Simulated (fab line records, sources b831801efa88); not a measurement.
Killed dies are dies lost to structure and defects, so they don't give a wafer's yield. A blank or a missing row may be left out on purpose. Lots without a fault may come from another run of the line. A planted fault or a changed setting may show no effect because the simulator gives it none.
One fault seen from 2 desks | flow gf180mcu | each desk has only its own numbers; what lay behind them comes last

THE TOOL OWNER'S DESK: litho_track-02
The tool's own readings at GF_HV_LDD_DEVELOP_18 (develop time 60 s): means of the sampled wafers that have a number, for each lot that ran on this tool. A lot is out of limits, marked OUT, if its mean lies more than 4 standard deviations from the usual mean; the brackets give that distance.
Columns: A = exhaust_pa at GF_HV_LDD_DEVELOP_18, usual 44.8 Pa
lot  | first seen here | A
L315 | day 11 01:59    | 45.5
L316 | day 11 08:41    | 44.4
L317 | day 11 20:10    | 45.7
L319 | day 12 09:35    | 44.8
L332 | day 16 10:50    | 44.7
L337 | day 18 01:44    | 45.7
This desk's finding: nothing out of limits on any of the 6 lots.

THE METROLOGY DESK
What the gauges read, lot by lot, whatever tool the lot ran on: means of the sampled wafers that have a number. A lot is out of limits, marked OUT, if its mean lies more than 4 standard deviations from the usual mean; the brackets give that distance.
Columns: A = V4_W_RS at GF_V4_RS_MEAS_24, usual 0.325 ohm/sq
lot  | first seen here | A
L314 | day 24 09:49    | 0.324
L315 | day 24 16:31    | 0.318
L316 | day 24 22:59    | 0.335
L317 | day 25 12:22    | 0.327
L318 | day 25 20:01    | 0.321
L319 | day 26 04:58    | 0.323
L321 | day 26 16:07    | 0.318
L328 | day 28 22:10    | 0.331
L330 | day 29 11:32    | 0.317
L332 | day 30 01:07    | 0.331
L334 | day 30 20:45    | 0.328
L335 | day 31 00:19    | 0.331
L336 | day 31 10:19    | 0.330
L337 | day 31 10:48    | 0.332
This desk's finding: nothing out of limits on any of the 14 lots.

PUT TOGETHER
The tool owner's desk saw nothing out of limits.
The metrology desk saw nothing out of limits.

WHAT THE SIMULATOR HAD PUT IN
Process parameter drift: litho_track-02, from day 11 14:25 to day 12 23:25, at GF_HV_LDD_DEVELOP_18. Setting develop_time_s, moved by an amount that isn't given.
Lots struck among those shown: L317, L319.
